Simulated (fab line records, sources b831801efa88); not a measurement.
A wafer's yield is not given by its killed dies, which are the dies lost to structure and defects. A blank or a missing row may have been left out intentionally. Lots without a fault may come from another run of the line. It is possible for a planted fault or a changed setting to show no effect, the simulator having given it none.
A lot that was struck, set against a sound lot -- flow sfq-line -- 3 steps out of a route of 325
Sound: the wafers L604.1, L604.2, L604.5. Wafers struck: L616.2, L616.5, L616.6. At the end, the cause is stated.
Each step with rows lists, per side, the tool, then ch with its chambers, then its first start. Under that, the readings that differ: sound wafers -- struck wafers -- difference of the means -- sigmas: that difference in standard deviations of wafers without a fault.
alike: same words and numbers on both sides, and readings whose means sit less than 2 such deviations apart. not compared: any withheld reading, any reading some wafer has no value for, any bound like >300 that may hide the same value, and any number with overlapping values for which the record gives no deviation.
A row with sigmas, a row that says differs or no value, or rows on one side alone: a step with any of these is where the two part. When numbers do not overlap yet have no deviation, they are printed without sigmas and do not part them. A reading that every wafer of one side lacks parts them only if that side has two wafers or more.

SFQ_INCOMING_BOW_MEAS_900:
  sound: film-metro-02 at day 1 15:00; struck: film-metro-02 at day 4 03:01
  alike: INCOMING_BOW
SFQ_TRILAYER_INCOMING_OXIDATION_002: target thk 500 nm, ox time 4939 s.
  sound on furnace-01 ch 0, day 1 15:07; struck on furnace-01 ch 0, day 4 03:07
reading,sound,struck,difference,sigmas
spike-tc-bottom-C (C),1012.3 1013.5 1013.1,1002.8 1004.5 1004.1,-9.2,-4
spike-tc-centre-C (C),1001.0 1001.7 1001.1,992.9 993.0 991.9,-8.7,-6
spike-tc-lower-C (C),1000.8 1002.0 1000.9,991.5 990.8 990.6,-10.3,-11
spike-tc-top-C (C),1011.9 1010.5 1011.0,1002.7 1000.6 1005.0,-8.4,-3
spike-tc-upper-C (C),998.2 999.7 998.5,990.9 990.1 990.5,-8.3,-8
tube-center-temp-C (C),1000.1 1000.1 999.85,990.99 990.72 991,-9.11,-99 or more
tube_center_temp_C_max,1002.3 1002.7 1003.6,993.9 993.7 993.3,-9.2,-22
model.SiO2_of_TRILAYER_INCOMING_OXIDATION_002.thk-nm (nm),502.8 500.9 500.7,461.9 459.5 459.1,-41.3,
SFQ_TRILAYER_L0_DEP_SPUTTER_003: material MoNx KI, target thk 40 nm, time 100 s.
  sound: pvd-sputter-03 at day 1 17:29; struck: pvd-sputter-06 at day 4 05:29
  alike: throttle-valve-pct

== WHERE THEY PART ==
Within this record, at SFQ_TRILAYER_INCOMING_OXIDATION_002 only. Later steps at which nothing parts them and some readings are alike: SFQ_TRILAYER_L0_DEP_SPUTTER_003.

WHY: the cause the simulator had injected
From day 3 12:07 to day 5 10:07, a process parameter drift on furnace-01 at SFQ_TRILAYER_INCOMING_OXIDATION_002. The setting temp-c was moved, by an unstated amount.
